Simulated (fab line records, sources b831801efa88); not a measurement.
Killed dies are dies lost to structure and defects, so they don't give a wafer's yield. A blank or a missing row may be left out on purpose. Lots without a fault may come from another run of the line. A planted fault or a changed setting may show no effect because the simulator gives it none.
fab line records | flow sky130
record lots=5 wafers=15 last_day=50
route steps=708 shown NWELL@79 PWDE@84 VT_ADJUST_HVTP@85 PAD_OPEN@708
lots that met no fault: from a run of the same line without faults
start_h: hours from the record's first day to the start of the lot's first wafer shown | wait_h: hours since the lot's step before | " the same as in the row above | L1.1+2: a row that stands for several wafers | - no value, or no start given | * or withheld: withheld | < > ~ a bound
route shown NAME@n: a module of which the file shows steps, and the number in the route of the first | usual: mean/standard deviation of fault-free wafers | same: alike in all rows | chamber/n: place in a boat | sites: the reading at each site | _std_site: their standard deviation | _edge_site: outer sites' mean less inner sites' | radius_mm: how far each site lies from the wafer's centre | mask NAME#n: copy n | behind: the tool/chamber that last shaped the wafer | hold: why the lot was held/for how many hours/how that ended | device: the transistor (n, p or np) that didn't switch | end of line: the same wafers' tests at the end of the route | a step without rows: its recipe alone | killed: dies lost to structure and defects at the first sort, not the wafer's yield | map: a wafer's dies, x killed, . not, _ none there
set.NAME: the setting as run; set.NAME@STEP: as run at that earlier step | model.NAME: the simulator's own value behind a step, which no gauge read
lots at some steps of the route; a table a step, a row a wafer
services: from which hour (start_h, from the record's first day; less than 0 if before it) a tool's chamber was out of use, for how many hours, and why
## steps
# step SKY_NWELL_TW_MEAS_26
# usual NWELL_2_TW=498.7/2.7
# columns lot.wafer tool chamber start_h wait_h NWELL_2_TW
L771.1 film_metro-04 - 110.39 0.1 502.2
L771.2 " - " " 501.3
L771.5 " - " " 501.1
L775.1 film_metro-01 - 135.72 0.1 497.9
L775.2 " - " " 497.5
L775.3 " - " " 496.1
L777.1 film_metro-02 - 148.20 0.1 501.6
L777.3 " - " " 499.5
L777.5 " - " " 498.6
L785.1 film_metro-02 - 193.50 0.1 502.7
L785.2 " - " " 501.0
L785.4 " - " " 500.9
L791.1 film_metro-02 - 230.52 0.1 494.9
L791.3 " - " " 496.4
L791.4 " - " " 496.9
# step SKY_NWELL_CLEAN_27
# recipe chemistry=SC1/SC2 mix=1:4:20 temp_c=70 time_s=150 dry=n2_spin
# step SKY_NWELL_RTA_28
# recipe temp_c=1050 time_s=30 idle_temp_c=650 ramp_up_c_per_s=150 ramp_down_c_per_s=90 ambient=N2
# usual lamp_power_pct=25.31/0.053 wafer_temp_C_max=1054.8/0.89
# columns lot.wafer tool chamber start_h wait_h lamp_power_pct wafer_temp_C_max
L771.1 rtp_anneal-01 0 110.50 0.0 25.28 1054.5
L771.2 " 0 " " 25.29 1055.0
L771.5 " 0 " " 25.19 1053.1
L775.1 rtp_anneal-01 0 135.83 0.0 25.29 1054.9
L775.2 " 0 " " 25.45 1055.8
L775.3 " 0 " " 25.36 1055.3
L777.1 rtp_anneal-02 0 148.36 0.0 25.22 1054.4
L777.3 " 0 " " 25.33 1054.8
L777.5 " 0 " " 25.28 1053.8
L785.1 rtp_anneal-01 0 193.61 0.0 25.34 1054.2
L785.2 " 0 " " 25.30 1054.6
L785.4 " 0 " " 25.40 1054.0
L791.1 rtp_anneal-02 0 230.63 0.0 25.26 1055.2
L791.3 " 0 " " 25.29 1055.3
L791.4 " 0 " " 25.31 1055.4
# step SKY_NWELL_RS_MEAS_29
# recipe thk_meas_gauge=four-point-probe
# usual NWELL_RS=625.2/1.5
# columns lot.wafer tool chamber start_h wait_h NWELL_RS[ohm/sq]
L771.1 film_metro-02 - 110.60 0.1 624.3
L771.2 " - " " 622.9
L771.5 " - " " 624.6
L775.1 film_metro-02 - 135.93 0.1 624.9
L775.2 " - " " 623.1
L775.3 " - " " 624.6
L777.1 film_metro-01 - 148.46 0.1 626.1
L777.3 " - " " 624.5
L777.5 " - " " 625.3
L785.1 film_metro-01 - 193.71 0.1 624.2
L785.2 " - " " 622.9
L785.4 " - " " 624.9
L791.1 film_metro-04 - 230.83 0.2 625.8
L791.3 " - " " 625.4
L791.4 " - " " 626.2
# step SKY_NWELL_RS_MEAS_31
# recipe thk_meas_gauge=four-point-probe
# usual PWDE_RS=5279/17
# columns lot.wafer tool chamber start_h wait_h PWDE_RS[ohm/sq]
L771.1 film_metro-02 - 110.84 0.1 5278
L771.2 " - " " 5324
L771.5 " - " " 5309
L775.1 film_metro-02 - 136.17 0.1 5267
L775.2 " - " " 5262
L775.3 " - " " 5285
L777.1 film_metro-01 - 148.70 0.1 5262
L777.3 " - " " 5269
L777.5 " - " " 5275
L785.1 film_metro-01 - 193.95 0.1 5274
L785.2 " - " " 5277
L785.4 " - " " 5245
L791.1 film_metro-04 - 231.07 0.1 5265
L791.3 " - " " 5292
L791.4 " - " " 5285
# step SKY_VT_ADJUST_HVTP_DEHYDRATE_00
# recipe temp_c=200 time_s=60
# step SKY_VT_ADJUST_HVTP_HMDS_01
# recipe prime_time_s=60 prime_temp_c=120
# step SKY_VT_ADJUST_HVTP_COAT_02
# recipe resist=NOVOLAK spin_rpm=3000 resist_thk_nm=1140
# step SKY_VT_ADJUST_HVTP_SOFTBAKE_03
# recipe temp_c=90 time_s=60 resist=NOVOLAK
# step SKY_VT_ADJUST_HVTP_EXPOSE_04
# recipe mask_id=HVTPM na=0.6 source_shape=conventional sigma_outer=0.6 polarization=unpolarized target_cd_nm=380 dose_mj=140
# step SKY_VT_ADJUST_HVTP_PEB_05
# recipe temp_c=withheld time_s=* resist=NOVOLAK
# step SKY_VT_ADJUST_HVTP_DEVELOP_06
# recipe resist=NOVOLAK developer=TMAH develop_time_s=60 dev_temp_c=23
# columns lot.wafer tool chamber start_h wait_h
L771.1+2+5 litho_track-02 0 129.45 0.1
L775.1+2+3 litho_track-04 0 154.96 0.1
L777.1+3+5 litho_track-03 0 167.60 0.1
L785.1+2+4 litho_track-04 0 215.51 0.1
L791.1+3+4 litho_track-02 0 253.05 0.1
# step SKY_VT_ADJUST_HVTP_CD_MEAS_07
# recipe target_cd_nm=380
# usual cd_nm=379.6/2.5
# columns lot.wafer tool chamber start_h wait_h cd_nm
L771.1 cd_sem-02 - 129.60 0.1 379.8
L771.2 " - " " 379.9
L771.5 " - " " 383.1
L775.1 cd_sem-01 - 155.11 0.1 380.6
L775.2 " - " " 382.5
L775.3 " - " " 385.4
L777.1 cd_sem-02 - 167.75 0.1 377.4
L777.3 " - " " 377.1
L777.5 " - " " 376.0
L785.1 cd_sem-01 - 215.66 0.1 387.3
L785.2 " - " " 386.2
L785.4 " - " " 389.5
L791.1 cd_sem-02 - 253.23 0.2 378.7
L791.3 " - " " 378.8
L791.4 " - " " 379.7
# step SKY_VT_ADJUST_HVTP_OVL_MEAS_08
# usual VT_ADJUST_HVTP_OVL=0.5/1.4
# columns lot.wafer tool chamber start_h wait_h VT_ADJUST_HVTP_OVL[nm]
L771.1 overlay-02 - 129.72 0.1 0.4
L771.2 " - " " -0.2
L771.5 " - " " 0.9
L775.1 overlay-02 - 155.23 0.1 3.2
L775.2 " - " " 2.5
L775.3 " - " " 0.7
L777.1 overlay-01 - 167.87 0.1 -0.1
L777.3 " - " " 1.1
L777.5 " - " " -0.6
L785.1 overlay-01 - 215.78 0.1 1.1
L785.2 " - " " 0.0
L785.4 " - " " 2.5
L791.1 overlay-01 - 253.35 0.1 -1.7
L791.3 " - " " -1.4
L791.4 " - " " -0.5
# step SKY_PAD_OPEN_PROBE_99
# usual killed_at_M0_to_M3=43/6.9 killed_at_M4_up=3.1/1.8 killed_at_contacts=24/5.1 killed_at_front_end=15/4.8 killed_at_other=0.3/0.48 killed_dies=86/8.9 killed_open=47/6.8 killed_short=39/6.3
# same gross_dies=492 killed_at_back_side=0
# columns lot.wafer tool chamber start_h wait_h killed_at_M0_to_M3 killed_at_M4_up killed_at_contacts killed_at_front_end killed_at_other killed_dies killed_open killed_short
L771.1 prober-01 - 1081.94 0.1 48 3 32 23 0 106 57 49
L771.2 prober-01 - 1081.99 0.1 59 1 26 14 2 102 48 54
L771.5 prober-01 - 1082.14 0.2 44 2 26 21 0 93 47 46
L775.1 prober-02 - 1108.07 0.1 40 5 23 11 2 81 35 46
L775.2 prober-02 - 1108.12 0.1 41 6 22 14 0 83 44 39
L775.3 prober-02 - 1108.17 0.2 46 3 18 10 0 77 39 38
L785.1 prober-02 - 1159.57 0.1 29 3 23 14 0 69 33 36
L785.2 prober-02 - 1159.62 0.1 43 0 28 11 0 82 51 31
L785.4 prober-02 - 1159.72 0.2 40 4 25 19 0 88 36 52
# killed by level:class
L771.1 CONTACT:geometric_particle:open=12 LI_CONTACT:geometric_particle:open=8 VIA1:geometric_particle:open=8 CONTACT:geometric_particle:short=6 VIA2:geometric_particle:open=6 POLY_GATE:geometric_particle:open=5 METAL1:geometric_particle:short=5 METAL2:geometric_particle:short=5
L771.2 METAL2:geometric_particle:short=14 LI_CONTACT:geometric_particle:open=9 CONTACT:geometric_particle:open=8 METAL1:geometric_particle:short=8 VIA1:geometric_particle:open=8 VIA3:geometric_particle:open=7 VIA1:geometric_particle:short=7 VIA2:geometric_particle:open=6
L771.5 CONTACT:geometric_particle:open=10 VIA1:geometric_particle:open=9 METAL1:geometric_particle:short=8 LI_CONTACT:geometric_particle:open=7 METAL2:geometric_particle:short=7 POLY_GATE:geometric_particle:short=6 VIA2:geometric_particle:open=6 FIELD_ISO:geometric_particle:open=5
L775.1 CONTACT:geometric_particle:open=8 METAL2:geometric_particle:short=7 VIA1:geometric_particle:open=7 METAL1:geometric_particle:short=6 VIA2:geometric_particle:open=6 METAL4:geometric_particle:short=5 LI_CONTACT:geometric_particle:open=5 FIELD_ISO:geometric_particle:short=4
L775.2 VIA1:geometric_particle:open=10 CONTACT:geometric_particle:open=6 METAL2:geometric_particle:short=6 VIA2:geometric_particle:open=6 FIELD_ISO:geometric_particle:open=5 LI_CONTACT:geometric_particle:short=5 LI_CONTACT:geometric_particle:open=5 LOCAL_INTERCONNECT:geometric_particle:short=4
L775.3 VIA1:geometric_particle:open=11 METAL1:geometric_particle:short=7 VIA1:geometric_particle:short=6 CONTACT:geometric_particle:open=5 FIELD_ISO:geometric_particle:open=5 LI_CONTACT:geometric_particle:open=5 CONTACT:geometric_particle:short=5 VIA3:geometric_particle:short=4
L785.1 CONTACT:geometric_particle:open=8 VIA1:geometric_particle:open=7 POLY_GATE:geometric_particle:short=5 CONTACT:geometric_particle:short=5 VIA1:geometric_particle:short=5 LI_CONTACT:geometric_particle:open=4 METAL1:geometric_particle:short=4 FIELD_ISO:geometric_particle:short=3
L785.2 VIA1:geometric_particle:open=17 CONTACT:geometric_particle:open=9 LOCAL_INTERCONNECT:geometric_particle:short=6 VIA3:geometric_particle:open=6 LI_CONTACT:geometric_particle:open=5 VIA2:geometric_particle:open=5 CONTACT:geometric_particle:short=4 METAL1:geometric_particle:short=4
L785.4 VIA1:geometric_particle:open=11 CONTACT:geometric_particle:open=9 CONTACT:geometric_particle:short=7 VIA3:geometric_particle:short=6 POLY_GATE:geometric_particle:short=5 VIA1:geometric_particle:short=5 FIELD_ISO:geometric_particle:short=4 POLY_GATE:geometric_particle:open=4
## services
# columns tool chamber start_h hours kind
litho_track-03 - 176.49 - consumable_replace:filter
## key
first_sign step=SKY_VT_ADJUST_HVTP_CD_MEAS_07 reading=cd_nm direction=up sigmas=3.2 usual=379.6 struck=387.6
effect none on later readings
met_at SKY_VT_ADJUST_HVTP_DEVELOP_06
struck_wafers L785.1,L785.2,L785.4
tester_left_out L785
onset_between 154.96 215.51
also_fits SKY_NWELL_RTA_28:rtp_anneal-01
fault kind=process_parameter_drift tool=litho_track-04 chamber=- onset_h=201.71 steps=SKY_VT_ADJUST_HVTP_DEVELOP_06 channel=develop_time_s offset=* shape=step end_h=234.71 acts_in=* stated=*
# tester_left_out: of these lots the tester's yield and bins aren't shown, on N5 and GAA mostly nor the transistor test; their killed dies are dies lost to structure and defects alone, not to doping, threshold or leakage, so they don't give the yield
